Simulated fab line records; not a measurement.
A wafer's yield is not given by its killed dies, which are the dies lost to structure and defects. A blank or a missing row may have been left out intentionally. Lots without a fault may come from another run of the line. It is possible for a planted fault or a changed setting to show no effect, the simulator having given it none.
Matching of chambers    flow sky130    SKY_LI_CONTACT_CMP_02 on cmp-01 has 4 sister chambers
The step polishes PSG. 8 wafers are shown with their chamber, then 6 later ones without.

WAFERS WITH THEIR CHAMBER
wafer   chamber  motor current A (A)  time to endpoint s (s)
L182.5  3        13.2                 34.4
L183.3  1        11.1                 29.5
L184.1  1        10.2                 31.1
L184.6  0        11.3                 29.3
L185.4  0        11.3                 31.4
L185.6  3        14.1                 33.1
L187.1  2        11.5                 38.1
L187.5  2        11.7                 37.0

WAFERS WITHOUT THEIR CHAMBER
wafer   motor current A (A)  time to endpoint s (s)
L187.6  10.4                 37.7
L194.1  11.0                 30.7
L194.6  10.6                 32.0
L200.1  11.1                 34.0
L200.4  13.9                 31.9
L200.5  11.2                 32.1

EACH ONE'S CHAMBER
wafer    from the rows above            in truth
L187.6   2                              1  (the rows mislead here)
L194.1   can't be placed: 0 or 1        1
L194.6   can't be placed: 1 or 0        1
L200.1   can't be placed: 0 or 2 or 1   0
L200.4   3                              3
L200.5   can't be placed: 0 or 1        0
1 of 6 placed correctly. Unplaceable from these rows: 4, with the true chamber sitting among the candidates in 4. Wrongly placed: 1.
How it was worked out, from the rows above alone: a wafer's distance from a chamber is the root of the sum, over the readings, of the square of ((its reading less the chamber's mean) divided by the reading's scatter). If the next closest chamber is less than 2 further off than the closest, the wafer can't be placed; otherwise it belongs to the closest. A chamber's mean is the mean of its shown wafers. How the scatter is found: for the shown wafers, subtract from each reading the mean of its chamber, square and add these, divide the total by (wafers less chambers), then take the root.
